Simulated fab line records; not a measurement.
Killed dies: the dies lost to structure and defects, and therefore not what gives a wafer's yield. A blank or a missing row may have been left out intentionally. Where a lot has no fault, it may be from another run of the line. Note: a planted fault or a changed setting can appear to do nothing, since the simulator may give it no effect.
Which tool did it? :: flow gf180mcu :: 13 lots, 39 wafers sampled, at 3 steps of a route of 602

WHAT THE GAUGES READ, wafer by wafer
GF_PASSIVATION_THK_MEAS_01. Usual: PASSIVATION_CVD_00_THK 1000 nm, standard deviation 14.
lot: L711
measured: day 28 01:46
on: film metro-04
PASSIVATION_CVD_00_THK (nm): 996 976 1012
flag: 

lot: L712
measured: day 28 09:08
on: film metro-03
PASSIVATION_CVD_00_THK (nm): 981 979 988
flag: 

lot: L713
measured: day 28 14:25
on: film metro-04
PASSIVATION_CVD_00_THK (nm): 980 978 986
flag: 

lot: L714
measured: day 29 04:21
on: film metro-02
PASSIVATION_CVD_00_THK (nm): 994 993 1004
flag: 

lot: L716
measured: day 29 12:45
on: film metro-02
PASSIVATION_CVD_00_THK (nm): 997 999 1004
flag: 

lot: L719
measured: day 30 12:55
on: film metro-04
PASSIVATION_CVD_00_THK (nm): 1000 1005 1026
flag: 

lot: L721
measured: day 31 04:58
on: film metro-03
PASSIVATION_CVD_00_THK (nm): 1013 1017 1012
flag: 

lot: L722
measured: day 31 07:58
on: film metro-03
PASSIVATION_CVD_00_THK (nm): 1020 1027 1028
flag: 

lot: L723
measured: day 31 14:34
on: film metro-04
PASSIVATION_CVD_00_THK (nm): 1000 1026 1009
flag: 

lot: L728
measured: day 32 18:47
on: film metro-02
PASSIVATION_CVD_00_THK (nm): 983 985 1017
flag: 

lot: L729
measured: day 33 00:48
on: film metro-02
PASSIVATION_CVD_00_THK (nm): 1001 991 997
flag: 

lot: L731
measured: day 33 14:18
on: film metro-04
PASSIVATION_CVD_00_THK (nm): 998 1012 1025
flag: 

lot: L734
measured: day 34 10:14
on: film metro-03
PASSIVATION_CVD_00_THK (nm): 1005 1018 999
flag: 

TOOL THAT RAN EACH LOT (tool first, then ch and the chambers of the sampled wafers, then the start)
lot: L711
GF_DUAL_GATE_WET_ETCH_12: wet bench-02 ch 2, day 8 09:04
GF_V5_STRIP_18: plasma asher-02 ch 0,1, day 27 03:37

lot: L712
GF_DUAL_GATE_WET_ETCH_12: wet bench-02 ch 3, day 8 14:53
GF_V5_STRIP_18: plasma asher-04 ch 0,1, day 27 10:55

lot: L713
GF_DUAL_GATE_WET_ETCH_12: wet bench-04 ch 3, day 8 20:11
GF_V5_STRIP_18: plasma asher-04 ch 0,1, day 27 15:55

lot: L714
GF_DUAL_GATE_WET_ETCH_12: wet bench-02 ch 1, day 9 05:40
GF_V5_STRIP_18: plasma asher-04 ch 0,1, day 28 06:44

lot: L716
GF_DUAL_GATE_WET_ETCH_12: wet bench-02 ch 1, day 9 16:55
GF_V5_STRIP_18: plasma asher-01 ch 0,1, day 28 14:49

lot: L719
GF_DUAL_GATE_WET_ETCH_12: wet bench-02 ch 2, day 10 17:28
GF_V5_STRIP_18: plasma asher-02 ch 1, day 29 15:35

lot: L721
GF_DUAL_GATE_WET_ETCH_12: wet bench-02 ch 2, day 11 05:43
GF_V5_STRIP_18: plasma asher-04 ch 0,1, day 30 08:22

lot: L722
GF_DUAL_GATE_WET_ETCH_12: wet bench-04 ch 1, day 11 12:10
GF_V5_STRIP_18: plasma asher-01 ch 0,1, day 30 12:37

lot: L723
GF_DUAL_GATE_WET_ETCH_12: wet bench-02 ch 0, day 11 19:20
GF_V5_STRIP_18: plasma asher-04 ch 1, day 30 18:47

lot: L728
GF_DUAL_GATE_WET_ETCH_12: wet bench-01 ch 3, day 13 04:53
GF_V5_STRIP_18: plasma asher-01 ch 0,1, day 32 00:28

lot: L729
GF_DUAL_GATE_WET_ETCH_12: wet bench-04 ch 0, day 13 12:10
GF_V5_STRIP_18: plasma asher-02 ch 0,1, day 32 05:56

lot: L731
GF_DUAL_GATE_WET_ETCH_12: wet bench-01 ch 2, day 14 02:56
GF_V5_STRIP_18: plasma asher-04 ch 0,1, day 32 20:46

lot: L734
GF_DUAL_GATE_WET_ETCH_12: wet bench-01 ch 0, day 15 00:43
GF_V5_STRIP_18: plasma asher-04 ch 0,1, day 33 16:49
- GF_DUAL_GATE_WET_ETCH_12: etches SiO2 in dHF, target depth 13 nm, time 260 s.
- GF_V5_STRIP_18: strips in O2/N2.

AS READ BY THE TOOLS THEMSELVES (means over the sampled wafers that have a number; for cases with no such wafer, the mark the record gives instead)
GF_V5_STRIP_18. Usual: drypump motor current A 5.3 A, standard deviation 0.5; heater power w 318 W, standard deviation 31; n2 flow sccm 299.9 sccm, standard deviation 0.94; oes product au 0.569 a.u., standard deviation 0.0047.
lot: L711
tool: plasma asher-02
drypump motor current A (A): 5.5
heater power w (W): 282
n2 flow sccm (sccm): 299.4
oes product au (a.u.): 0.562
flag: 

lot: L712
tool: plasma asher-04
drypump motor current A (A): 5.0
heater power w (W): 341
n2 flow sccm (sccm): 299.2
oes product au (a.u.): 0.570
flag: 

lot: L713
tool: plasma asher-04
drypump motor current A (A): 5.1
heater power w (W): 311
n2 flow sccm (sccm): 300.7
oes product au (a.u.): 0.570
flag: 

lot: L714
tool: plasma asher-04
drypump motor current A (A): 5.1
heater power w (W): 331
n2 flow sccm (sccm): 300.1
oes product au (a.u.): 0.569
flag: 

lot: L716
tool: plasma asher-01
drypump motor current A (A): 5.7
heater power w (W): 325
n2 flow sccm (sccm): 298.9
oes product au (a.u.): 0.571
flag: 

lot: L719
tool: plasma asher-02
drypump motor current A (A): 5.3
heater power w (W): 307
n2 flow sccm (sccm): 301.5
oes product au (a.u.): 0.565
flag: 

lot: L721
tool: plasma asher-04
drypump motor current A (A): 5.0
heater power w (W): 315
n2 flow sccm (sccm): 300.0
oes product au (a.u.): 0.567
flag: 

lot: L722
tool: plasma asher-01
drypump motor current A (A): 6.1
heater power w (W): 314
n2 flow sccm (sccm): 298.9
oes product au (a.u.): 0.575
flag: 

lot: L723
tool: plasma asher-04
drypump motor current A (A): 5.1
heater power w (W): 294
n2 flow sccm (sccm): 299.6
oes product au (a.u.): 0.569
flag: 

lot: L728
tool: plasma asher-01
drypump motor current A (A): 5.7
heater power w (W): 347
n2 flow sccm (sccm): 300.2
oes product au (a.u.): 0.564
flag: 

lot: L729
tool: plasma asher-02
drypump motor current A (A): 5.5
heater power w (W): 279
n2 flow sccm (sccm): 299.8
oes product au (a.u.): 0.571
flag: 

lot: L731
tool: plasma asher-04
drypump motor current A (A): 5.0
heater power w (W): 338
n2 flow sccm (sccm): 299.6
oes product au (a.u.): 0.571
flag: 

lot: L734
tool: plasma asher-04
drypump motor current A (A): 5.0
heater power w (W): 315
n2 flow sccm (sccm): 299.9
oes product au (a.u.): 0.568
flag: 

THE ANSWER, worked out from the rows above alone
Rule: a lot is off if the mean of its wafers that have a number lies more than 3 standard deviations from the usual mean. A lot without any number at a reading at which 4 lots or more have one is off too. Any other lot the step has rows for is counted as sound. Order of review: gauges by route order, followed by the tools' own readings, for which a lot's mean as printed above is used. The first step at which some lot is off is used, and at that step the reading that is off furthest; a lot without a number counts as furthest.
No lot is off on any of the readings shown, so nothing can be concluded from this.

WHAT THE SIMULATOR HAD PUT IN
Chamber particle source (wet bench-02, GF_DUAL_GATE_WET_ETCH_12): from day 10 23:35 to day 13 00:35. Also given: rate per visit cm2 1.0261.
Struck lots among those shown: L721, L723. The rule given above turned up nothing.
